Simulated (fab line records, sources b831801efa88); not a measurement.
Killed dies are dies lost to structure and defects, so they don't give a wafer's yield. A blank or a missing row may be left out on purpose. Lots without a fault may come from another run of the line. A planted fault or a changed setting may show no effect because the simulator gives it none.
Which tool did it? | flow gf180mcu | 14 lots, 42 wafers sampled, at 5 steps of a route of 602

WHAT THE GAUGES READ, wafer by wafer
GF_VT_IMPLANT_TW_MEAS_10.
lot  | measured     | on            | VT_IMPLANT_TW
L263 | day 5 15:54  | film_metro-03 | 573 574 571
L264 | day 5 21:13  | film_metro-04 | 565 562 561
L265 | day 6 04:00  | film_metro-04 | 566 565 565
L266 | day 6 09:24  | film_metro-04 | 567 568 566
L267 | day 6 15:51  | film_metro-02 | 561 560 561
L270 | day 7 10:43  | film_metro-04 | 566 565 568
L273 | day 8 11:45  | film_metro-04 | 565 564 567
L274 | day 8 13:06  | film_metro-03 | 567 565 565
L276 | day 9 00:30  | film_metro-03 | 571 568 567
L279 | day 9 18:42  | film_metro-03 | 570 571 571
L282 | day 10 11:52 | film_metro-04 | 568 566 566
L284 | day 11 02:11 | film_metro-03 | 554 555 556
L285 | day 11 06:10 | film_metro-04 | 550 554 553
L286 | day 11 18:03 | film_metro-03 | 552 553 551

GF_HV_LDD_THK_MEAS_55.
lot  | measured     | on            | HV_LDD_CVD_54_THK (nm)
L263 | day 12 04:54 | film_metro-01 | 10.09 10.09 10.11
L264 | day 12 14:50 | film_metro-01 | 9.94 9.95 10.00
L265 | day 13 00:11 | film_metro-04 | 10.07 10.00 10.07
L266 | day 13 07:59 | film_metro-01 | 9.77 9.78 9.86
L267 | day 13 15:47 | film_metro-04 | 9.98 9.85 9.80
L270 | day 14 18:27 | film_metro-01 | 10.10 9.95 9.94
L273 | day 16 05:19 | film_metro-01 | 9.73 9.73 9.75
L274 | day 16 04:35 | film_metro-02 | 10.12 10.10 10.10
L276 | day 16 17:49 | film_metro-02 | 9.99 9.85 10.01
L279 | day 18 00:17 | film_metro-02 | 10.11 10.17 10.16
L282 | day 18 21:26 | film_metro-01 | 10.20 10.14 10.22
L284 | day 19 15:18 | film_metro-04 | 9.88 9.89 10.05
L285 | day 20 00:23 | film_metro-04 | 9.93 9.85 9.93
L286 | day 20 10:23 | film_metro-01 | 9.98 10.09 9.74

GF_CONTACT_BOW_MEAS_05.
lot  | measured     | on            | CONTACT_BOW (um)
L263 | day 14 22:08 | film_metro-01 | 65 70 51
L264 | day 15 08:35 | film_metro-02 | 80 70 71
L265 | day 15 18:44 | film_metro-04 | 72 70 68
L266 | day 16 02:34 | film_metro-04 | 64 66 56
L267 | day 16 12:33 | film_metro-04 | 65 68 66
L270 | day 17 16:17 | film_metro-04 | 70 71 65
L273 | day 19 07:21 | film_metro-01 | 70 75 57
L274 | day 19 05:53 | film_metro-01 | 60 69 62
L276 | day 19 21:49 | film_metro-04 | 77 66 58
L279 | day 21 03:24 | film_metro-01 | 76 62 70
L282 | day 22 01:41 | film_metro-01 | 53 66 62
L284 | day 22 19:35 | film_metro-04 | 67 62 72
L285 | day 23 03:06 | film_metro-02 | 62 65 62
L286 | day 23 12:37 | film_metro-04 | 65 70 58

GF_CONTACT_CD_MEAS_14: target cd 220 nm.
lot  | measured     | on        | cd_nm (nm)
L263 | day 15 19:48 | cd_sem-01 | 222.1 222.6 221.7
L264 | day 16 06:26 | cd_sem-02 | 217.2 218.0 218.4
L265 | day 16 16:52 | cd_sem-02 | 222.2 221.5 221.7
L266 | day 17 01:00 | cd_sem-01 | 221.0 221.4 221.0
L267 | day 17 11:21 | cd_sem-01 | 220.3 220.3 219.5
L270 | day 18 15:56 | cd_sem-01 | 221.2 220.0 218.9
L273 | day 20 08:07 | cd_sem-01 | 221.0 221.2 220.6
L274 | day 20 06:22 | cd_sem-01 | 219.5 220.3 220.0
L276 | day 20 22:16 | cd_sem-02 | 221.1 221.4 221.6
L279 | day 22 03:06 | cd_sem-01 | 218.8 219.8 220.3
L282 | day 23 00:55 | cd_sem-01 | 220.1 219.6 219.3
L284 | day 23 18:31 | cd_sem-01 | 217.6 218.3 219.6
L285 | day 24 01:50 | cd_sem-01 | 219.1 219.5 221.2
L286 | day 24 11:04 | cd_sem-01 | 222.0 221.6 224.0

WHICH TOOL RAN EACH LOT (tool, then ch and the chambers of the sampled wafers, then the start)
lot  | GF_VT_IMPLANT_IMPLANT_08
L263 | implanter-01 ch 0, day 5 15:39
L264 | implanter-04 ch 0, day 5 20:59
L265 | implanter-04 ch 0, day 6 03:45
L266 | implanter-04 ch 0, day 6 09:09
L267 | implanter-02 ch 0, day 6 15:36
L270 | implanter-01 ch 0, day 7 10:29
L273 | implanter-04 ch 0, day 8 11:30
L274 | implanter-01 ch 0, day 8 12:51
L276 | implanter-04 ch 0, day 9 00:15
L279 | implanter-04 ch 0, day 9 18:27
L282 | implanter-04 ch 0, day 10 11:38
L284 | implanter-04 ch 0, day 11 01:58
L285 | implanter-04 ch 0, day 11 05:55
L286 | implanter-04 ch 0, day 11 17:48
- GF_VT_IMPLANT_IMPLANT_08

WHAT THE TOOLS THEMSELVES READ (means of the sampled wafers that have a number; where no wafer has one, the mark that the record gives instead)
GF_VT_IMPLANT_IMPLANT_08.
lot  | tool         | dose_ions_cm2 | faraday_current_uA
L263 | implanter-01 | 8.304e+12     | 46.4
L264 | implanter-04 | 8.290e+12     | 46.5
L265 | implanter-04 | 8.294e+12     | 47.0
L266 | implanter-04 | 8.285e+12     | 47.2
L267 | implanter-02 | 8.295e+12     | 47.4
L270 | implanter-01 | 8.292e+12     | 47.5
L273 | implanter-04 | 8.286e+12     | 46.4
L274 | implanter-01 | 8.292e+12     | 46.3
L276 | implanter-04 | 8.294e+12     | 47.1
L279 | implanter-04 | 8.284e+12     | 47.2
L282 | implanter-04 | 8.289e+12     | 47.0
L284 | implanter-04 | 7.595e+12     | 42.2
L285 | implanter-04 | 7.606e+12     | 43.2
L286 | implanter-04 | 7.602e+12     | 43.2

THE ANSWER, worked out from the rows above alone
Rule: what is usual is taken from the lots themselves. Put in order of their means at a reading, lots are off if they are a third of the lots or fewer, leave a main group of 4 or more, and stand apart from it by a gap of 3 or more times the standard deviation of the main group's means; of several such gaps the widest counts. A main group whose means are all the same, to the digits that the tables above print for the reading, isn't used. A lot without any number at a reading at which 4 lots or more have one is off too. The other lots that the step has rows for count as sound. The gauges are gone through in route order, then the tools' own readings, and for those a lot's mean is taken as printed above. The first step at which some lot is off is used, and at that step the reading that is off furthest; a lot without a number counts as furthest.
Off: L284, L285, L286, at GF_VT_IMPLANT_IMPLANT_08 (dose_ions_cm2). The main group: mean 8.291e+12, standard deviation 5.4e+09.
A tool fits if, at that step or a process step before it, it ran every lot that is off, and no sound lot after the first of them. One fits: implanter-04 at GF_VT_IMPLANT_IMPLANT_08. Its last sound lot is L282 (day 10 11:38), its first lot that is off L284 (day 11 01:58): a fault that began between those two fits.
The tool's own readings at GF_VT_IMPLANT_IMPLANT_08 bear it out: on the lots that are off they differ by more than 5 times the standard deviation of the sound lots' means. dose_ions_cm2 reads 7.601e+12 there against 8.291e+12 on the sound lots; faraday_current_uA reads 42.9 there against 46.9 on the sound lots.

WHAT THE SIMULATOR HAD PUT IN
Process parameter drift: implanter-04, from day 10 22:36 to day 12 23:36, at GF_VT_IMPLANT_IMPLANT_08. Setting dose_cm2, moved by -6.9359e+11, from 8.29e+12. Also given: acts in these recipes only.
Lots struck among those shown: L284, L285, L286. The rule above found the same.
